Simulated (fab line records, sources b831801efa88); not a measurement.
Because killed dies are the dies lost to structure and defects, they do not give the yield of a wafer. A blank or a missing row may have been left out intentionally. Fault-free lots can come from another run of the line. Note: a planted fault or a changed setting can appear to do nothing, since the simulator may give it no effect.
Struck lot and sound lot, side by side ; flow sky130 ; 15 steps out of a route of 708
Sound: the wafers L819.2, L819.4, L819.6. Wafers L830.1, L830.2, L830.3 were the ones struck. Last of all comes the cause.
Per side, at each step with rows, come the tool, then ch with its chambers, and then its first start. Under that, the readings that differ: sound wafers ; struck wafers ; difference of the means ; sigmas: that difference in standard deviations of wafers without a fault.
alike: same words and numbers on both sides, and readings whose means sit less than 2 such deviations apart. not compared: any withheld reading, any reading some wafer has no value for, any bound like >300 that may hide the same value, and any number with overlapping values for which the record gives no deviation.
A row with sigmas, a row that says differs or no value, or rows on one side alone: a step with any of these is where the two part. When numbers do not overlap yet have no deviation, they are printed without sigmas and do not part them. Lack of a reading on every wafer of one side parts them only where that side has two or more wafers.

first, 7 steps without rows for these wafers: SKY_LOCAL_INTERCONNECT_HMDS_04 (prime time 60 s); SKY_LOCAL_INTERCONNECT_COAT_05 (resist thk 60 nm); SKY_LOCAL_INTERCONNECT_COAT_06 (resist thk 450 nm); SKY_LOCAL_INTERCONNECT_SOFTBAKE_07 (time 90 s); SKY_LOCAL_INTERCONNECT_EXPOSE_08 (exposes mask LI1M, target cd 170 nm); SKY_LOCAL_INTERCONNECT_PEB_09; SKY_LOCAL_INTERCONNECT_DEVELOP_10 (develop time 60 s).
SKY_LOCAL_INTERCONNECT_CD_MEAS_11 targets a cd of 170 nm.
  sound: cd-sem-01 at day 30 14:26; struck: cd-sem-01 at day 34 21:41
  alike: cd-nm
SKY_LOCAL_INTERCONNECT_OVL_MEAS_12:
  sound: overlay-01 at day 30 14:33; struck: overlay-02 at day 34 21:49
  alike: LOCAL_INTERCONNECT_OVL
SKY_LOCAL_INTERCONNECT_ETCH_13: etches BARC in N2/H2, stops on SiO2, time 45.9 s, target depth 60 nm.
  sound on rie-metal-01 ch 0,1, day 30 14:35; struck on rie-metal-02 ch 0,1, day 34 21:51
  alike: drypump-motor-current-A, oes-product-au, throttle-valve-pct
  not compared: rf-hours-counter-h
SKY_LOCAL_INTERCONNECT_METAL_ETCH_14: etches TiN in Cl2/BCl3, stops on PSG, target depth 110 nm, time 32.43 s.
  sound on rie-metal-01 ch 0,1, day 30 14:38; struck on rie-metal-02 ch 0,1, day 34 21:55
  alike: bcl3-flow-sccm, drypump-motor-current-A, oes-product-au, throttle-valve-pct
  not compared: rf-hours-counter-h
SKY_LOCAL_INTERCONNECT_STRIP_15: strips in O2/N2.
  sound on plasma-asher-03 ch 0,1, day 30 14:41; struck on plasma-asher-02 ch 0,1, day 34 21:58
  alike: drypump-motor-current-A, oes-product-au, strip-time-to-endpoint-s
  not compared: rf-hours-counter-h
SKY_LOCAL_INTERCONNECT_STRIP_16: strips in post etch residue remover, time 1200 s.
  sound on wet-bench-04 ch 1, day 30 14:47; struck on wet-bench-04 ch 3, day 34 22:04
reading;sound;struck;difference;sigmas
run-length-s (s);1235 1235 1235;1288 1288 1288;+53;+14
  alike: bath-guard-temp-C
then, 1 step without rows for these wafers: SKY_LOCAL_INTERCONNECT_CLEAN_17 (cleans in IPA, time 180 s).
SKY_PAD_OPEN_PROBE_99:
  the record holds rows for the sound wafers here (prober-01, day 46 01:14) but none for the struck ones

== WHERE THEY PART ==
Earliest at SKY_LOCAL_INTERCONNECT_STRIP_16; latest, in this record, at SKY_PAD_OPEN_PROBE_99.

WHY: the cause the simulator had injected
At SKY_LOCAL_INTERCONNECT_STRIP_16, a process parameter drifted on wet-bench-04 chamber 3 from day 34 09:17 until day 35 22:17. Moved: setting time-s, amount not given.
